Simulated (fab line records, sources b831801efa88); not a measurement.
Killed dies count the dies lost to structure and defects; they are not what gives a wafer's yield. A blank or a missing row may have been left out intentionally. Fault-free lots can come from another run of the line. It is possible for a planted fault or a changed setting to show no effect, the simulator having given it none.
A lot that was struck, set against a sound lot | flow sky130 | 32 out of 708 route steps
Sound: these wafers, L770.1, L770.2, L770.3. Wafers L774.1, L774.4, L774.5 were the ones struck. The cause comes at the end.
Each step with rows lists, per side, the tool, then ch with its chambers, then its first start. Under that, the readings that differ: sound wafers | struck wafers | difference of the means | sigmas: that difference in standard deviations of wafers without a fault.
alike: a reading whose means differ by less than 2 such deviations, as well as words and numbers matching on both sides. not compared: withheld readings; readings where some wafer has no value; bounds like >300 that might hide an equal value; numbers whose values overlap and for which the record gives no deviation.
A row with sigmas, a row that says differs or no value, or rows on one side alone: a step with any of these is where the two part. Non-overlapping numbers with no deviation appear without sigmas and do not part them. A reading missing from all wafers of one side parts the sides only when that side holds two or more wafers.

SKY_FIELD_ISO_BOW_MEAS_00:
  sound on film metro-03, day 1 15:00; struck on film metro-03, day 2 11:00
  alike: INCOMING_BOW
SKY_FIELD_ISO_OXIDATION_01: stabilise 600 s, purge 300 s, target thk 12 nm.
  sound on furnace-01 ch 0, day 1 15:58; struck on furnace-02 ch 0, day 2 16:01
  alike: ox temp c max, spike tc upper C
SKY_FIELD_ISO_THK_MEAS_02:
  sound on film metro-03, day 1 17:29; struck on film metro-03, day 2 17:45
  reading                         | sound             | struck            | difference | sigmas
  FIELD_ISO_OXIDATION_00_THK (nm) | 11.86 11.84 11.90 | 19.13 18.68 19.13 | +7.11      | +36
then, 1 step without rows for these wafers: SKY_FIELD_ISO_CVD_03 (deposits Si3N4 from DCS/NH3, target thk 165 nm, time 2830 s).
SKY_FIELD_ISO_THK_MEAS_04:
  sound on film metro-03, day 1 19:20; struck on film metro-04, day 3 00:16
  alike: FIELD_ISO_CVD_03_THK
then, 8 steps without rows for these wafers: SKY_FIELD_ISO_DEHYDRATE_05 (time 60 s); SKY_FIELD_ISO_HMDS_06 (prime time 60 s); SKY_FIELD_ISO_COAT_07 (resist thk 60 nm); SKY_FIELD_ISO_COAT_08 (resist thk 450 nm); SKY_FIELD_ISO_SOFTBAKE_09 (time 90 s); SKY_FIELD_ISO_EXPOSE_10 (exposes mask FOM, target cd 150 nm); SKY_FIELD_ISO_PEB_11; SKY_FIELD_ISO_DEVELOP_12 (develop time 60 s).
SKY_FIELD_ISO_CD_MEAS_13: the cd target is 150 nm.
  sound on cd sem-02, day 2 10:07; struck on cd sem-02, day 3 08:25
  alike: cd nm
SKY_FIELD_ISO_ETCH_14: etches BARC in N2/H2, stops on SiO2, time 45.9 s, target depth 60 nm.
  sound on rie diel-04 ch 0,1,3, day 2 10:14; struck on rie diel-03 ch 0,1,2, day 3 08:32
  alike: drypump motor current A, n2 flow sccm, oes product au, throttle valve pct
  not compared: rf hours counter h
SKY_FIELD_ISO_ETCH_15: etches the open film in CHF3/O2, stops on Si, target depth 180 nm, time 72 s.
  sound on rie diel-04 ch 0,1,3, day 2 10:17; struck on rie diel-03 ch 0,1,2, day 3 08:35
  alike: drypump motor current A, oes product au, throttle valve pct
  not compared: rf hours counter h
SKY_FIELD_ISO_STRIP_16: strips in O2/N2.
  sound on plasma asher-03 ch 0,1, day 2 10:20; struck on plasma asher-02 ch 0,1, day 3 08:38
  alike: drypump motor current A, n2 flow sccm, oes product au, strip time to endpoint s
  not compared: rf hours counter h
SKY_FIELD_ISO_ETCH_17: etches Si in HBr/Cl2/O2, target depth 342 nm, time 97.7 s.
  sound on rie si-02 ch 0,1,2, day 2 10:26; struck on rie si-02 ch 1,3, day 3 08:44
  alike: drypump motor current A, mfc cl2 sccm, oes product au, throttle valve pct
  not compared: rf hours counter h
then, 5 steps without rows for these wafers: SKY_FIELD_ISO_WET_ETCH_18 (etches Si3N4 in H3PO4, target depth 25 nm, time 286 s); SKY_FIELD_ISO_CLEAN_19 (cleans in SC1/SC2, time 150 s); SKY_FIELD_ISO_CLEAN_20 (cleans in dHF, time 20 s); SKY_FIELD_ISO_WET_ETCH_21 (etches SiO2 in dHF, target depth 20 nm, time 400 s); SKY_FIELD_ISO_OXIDATION_22 (stabilise 600 s, purge 300 s, target thk 10 nm).
SKY_FIELD_ISO_THK_MEAS_23:
  sound on film metro-01, day 2 13:15; struck on film metro-04, day 3 10:16
  alike: FIELD_ISO_OXIDATION_01_THK
then, 1 step without rows for these wafers: SKY_FIELD_ISO_CVD_24 (deposits SiO2, target thk 595 nm, time 99.2 s).
SKY_FIELD_ISO_THK_MEAS_25:
  sound on film metro-03, day 2 13:23; struck on film metro-03, day 3 10:23
  alike: FIELD_ISO_CVD_24_THK
then, 1 step without rows for these wafers: SKY_FIELD_ISO_ANNEAL_26 (time 1800 s).
SKY_FIELD_ISO_CMP_27: polishes, stops on Si3N4, t overpolish 16 s, target thk 457.8 nm.
  sound on cmp-01 ch 0,1,2, day 2 18:52; struck on cmp-01 ch 0,1,2, day 3 13:05
  alike: motor current A, overpolish run s, time to endpoint s
then, 1 step without rows for these wafers: SKY_FIELD_ISO_WET_ETCH_28 (etches SiO2 in dHF, target depth 23.7 nm, time 47 s).
SKY_FIELD_ISO_WET_ETCH_29: etches Si3N4 in H3PO4, target depth 160 nm, time 1825 s.
  sound on wet bench-01 ch 3, day 2 19:08; struck on wet bench-03 ch 2, day 3 13:21
  reading                                          | sound             | struck            | difference | sigmas
  model.SiO2_of_FIELD_ISO_OXIDATION_01.thk nm (nm) | 11.58 11.53 11.58 | 18.87 18.37 18.78 | +7.11      |
  alike: bath heat duty pct, temp c
then, 1 step without rows for these wafers: SKY_FIELD_ISO_WET_ETCH_30 (etches SiO2 in dHF, target depth 25 nm, time 50 s).
-- here the record skips 44 days between the struck wafers' starts before and after, leaving off in module FIELD_ISO and picking up in module PAD_OPEN (first step shown: number 708 of the route) --
SKY_PAD_OPEN_PROBE_99:
  sound on prober-02, day 46 07:28; struck on prober-01, day 47 06:50
  reading                                          | sound                | struck               | difference | sigmas
  model.etest.diode ndiff fingers.leak log10 a cm2 | -6.606 -6.461 -6.558 | -6.876 -6.847 -7.04  | -0.379     |
  model.etest.diode pdiff fingers.leak log10 a cm2 | -6.314 -6.438 -6.413 | -7.112 -7.216 -6.777 | -0.647     |
  alike: killed_at_M0_to_M3, killed_at_M4_up, killed at contacts, killed at front end, killed at other, killed dies, killed open, killed short
  not compared: model.etest.sram nfet pass.off log10 a um, model.etest.sram nfet pass.vt sat v, model.etest.sram nfet pass.vt v

WHERE THEY PART
SKY_FIELD_ISO_THK_MEAS_02 only, going by this record. Later steps at which nothing parts them and some readings are alike: SKY_FIELD_ISO_THK_MEAS_04, SKY_FIELD_ISO_CD_MEAS_13, SKY_FIELD_ISO_ETCH_14, SKY_FIELD_ISO_ETCH_15, SKY_FIELD_ISO_STRIP_16, SKY_FIELD_ISO_ETCH_17, SKY_FIELD_ISO_THK_MEAS_23, SKY_FIELD_ISO_THK_MEAS_25, SKY_FIELD_ISO_CMP_27, SKY_FIELD_ISO_WET_ETCH_29, SKY_PAD_OPEN_PROBE_99.

WHY: what had been put in by the simulator
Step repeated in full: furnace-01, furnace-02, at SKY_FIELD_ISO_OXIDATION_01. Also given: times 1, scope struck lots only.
